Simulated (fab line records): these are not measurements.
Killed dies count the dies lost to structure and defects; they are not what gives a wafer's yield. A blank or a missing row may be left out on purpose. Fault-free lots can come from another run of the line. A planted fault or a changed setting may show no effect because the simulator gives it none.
What tool caused it? | flow gf180mcu | 6 lots, 18 wafers sampled, at 4 steps of a route of 602

== WHAT EACH GAUGE READ, for each wafer ==
GF_M1_THK_MEAS_06: measures by xrf.
lot  | measured     | on            | M1_ALCU_THK (nm)
L619 | day 17 02:51 | film_metro-02 | 448 453 444
L621 | day 18 02:04 | film_metro-02 | 450 455 464
L630 | day 21 15:52 | film_metro-03 | 450 453 462
L634 | day 22 17:25 | film_metro-03 | 459 451 454
L636 | day 23 12:16 | film_metro-03 | 450 461 442
L639 | day 24 04:41 | film_metro-03 | 442 450 441

== EACH LOT AND THE TOOL THAT RAN IT (in order: tool; ch and the chambers of the sampled wafers; start) ==
lot  | GF_CONTACT_ETCH_16                 | GF_M1_SPUTTER_02             | GF_M1_SPUTTER_03
L619 | rie_diel-04 ch 0,1,2, day 17 01:20 | pvd_sputter-01, day 17 02:38 | pvd_sputter-01, day 17 02:40
L621 | rie_diel-02 ch 2,3, day 18 00:34   | pvd_sputter-01, day 18 01:52 | pvd_sputter-01, day 18 01:53
L630 | rie_diel-03 ch 0,1,2, day 21 14:16 | pvd_sputter-01, day 21 15:40 | pvd_sputter-01, day 21 15:41
L634 | rie_diel-04 ch 0,2,3, day 22 15:22 | pvd_sputter-03, day 22 17:11 | pvd_sputter-03, day 22 17:13
L636 | rie_diel-04 ch 0,1,3, day 23 10:34 | pvd_sputter-01, day 23 12:03 | pvd_sputter-01, day 23 12:05
L639 | rie_diel-04 ch 0,2,3, day 24 03:12 | pvd_sputter-01, day 24 04:29 | pvd_sputter-01, day 24 04:31
- GF_CONTACT_ETCH_16: etches BARC in N2/H2.
- GF_M1_SPUTTER_02: material AlCu, target thk 450 nm, time 23.9 s.
- GF_M1_SPUTTER_03: material Ti, target thk 10 nm, time 6.7 s.

== THE ANSWER, worked out from the rows above alone ==
Rule: the lots themselves supply what counts as usual. The widest of any qualifying gaps counts: lots, ordered by their means at a reading, are off when they make up no more than a third of the lots, leave a main group of 4 or more, and stand apart from it by 3 or more times the standard deviation of that group's means. A main group whose means are all the same, to the digits that the tables above print for the reading, isn't used. Also off: a lot with no number at a reading for which 4 or more lots have one. Where the step has rows for the other lots, those lots are counted as sound.
Across all readings shown, no lot is off: no conclusion can be drawn from this.

== WHAT THE SIMULATOR HAD PUT IN ==
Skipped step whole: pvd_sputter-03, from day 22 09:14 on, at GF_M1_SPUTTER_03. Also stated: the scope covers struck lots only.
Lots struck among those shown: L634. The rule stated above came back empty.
